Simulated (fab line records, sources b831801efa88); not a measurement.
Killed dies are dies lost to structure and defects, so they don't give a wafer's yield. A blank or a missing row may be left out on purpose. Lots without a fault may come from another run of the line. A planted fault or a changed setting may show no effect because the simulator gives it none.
Problem report in the 8D (eight disciplines) form, filled by code | flow sky130 | the parts of the form that need people (team, actions taken, sign-off) are left out

1. THE PROBLEM
rf_fwd_power_W at SKY_PASSIVATION_CVD_00 reads a mean of 493 W on 6 wafers of 2 lots; wafers without a fault read 590 W with a standard deviation of 3.3. That is -29 standard deviations from the usual mean.
The step: deposits SiO2, target thk 90 nm.
First seen on wafer L930.2, day 49 23:40, on pecvd-03. The record holds 33 wafers of 11 lots with a number at this step. Rule for "out", or "out of limits": more than 4 standard deviations from the usual mean. The other wafers with a number count as sound.

2. WHAT IT IS AND WHAT IT IS NOT
question                    | is                     | is not
which readings at this step | rf_fwd_power_W         | heater_power_w, susceptor_temp_C
which lots                  | L930, L932             | L913, L915, L916, L917, L920, L923, L926, L927, L935
which wafers of those lots  | all that have a number | -
read on which tools         | pecvd-03               | pecvd-01, pecvd-04
when                        | from day 49 23:40      | up to then (24 sound wafers); but 3 sound wafers of L935 came after

3. SUSPECTS, AND WHAT RULES EACH OUT
Counting: a tool at a process step up to the reading stays a suspect if it ran every lot that is out and no sound lot after the first of them.
- pecvd-03 at SKY_PASSIVATION_CVD_00 (deposits SiO2, target thk 90 nm): kept. It ran every lot that is out, first L930 (day 49 23:40), and no sound lot after that; its last sound lot up to then is L926 (day 48 21:52). Its own readings are out on those wafers: rf_fwd_power_W.
Left after counting: pecvd-03 at SKY_PASSIVATION_CVD_00.

4. THE CAUSE (what the simulator had put in)
Process parameter drift: pecvd-03, from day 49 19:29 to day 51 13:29, at SKY_PASSIVATION_CVD_00. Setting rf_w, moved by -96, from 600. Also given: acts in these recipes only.
Counting left only this tool.

5. THE CHAIN OF EFFECTS, in route order
Each row: a reading whose mean over the struck wafers that have a number lies more than 3 standard deviations from the usual. Only readings for which the record gives a usual standard deviation are gone through. hours: the time from each lot's start at the first step in this table that gives one to its start at this step, as a median over the lots. sigmas: the change in usual standard deviations.
hours | step                   | reading        | usual | on struck wafers | change | sigmas
0     | SKY_PASSIVATION_CVD_00 | rf_fwd_power_W | 590 W | 493              | -97    | -29
The process steps in it:
- SKY_PASSIVATION_CVD_00: deposits SiO2, target thk 90 nm.
Later measuring or inspecting steps at which every struck wafer that the step has a row for has a number for every such reading, and none has moved that far: SKY_PASSIVATION_THK_MEAS_01.

6. WHAT WOULD HAVE CAUGHT IT SOONER
In this record the first reading out of limits was taken at day 49 23:40, 4 hours after the fault began at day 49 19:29.
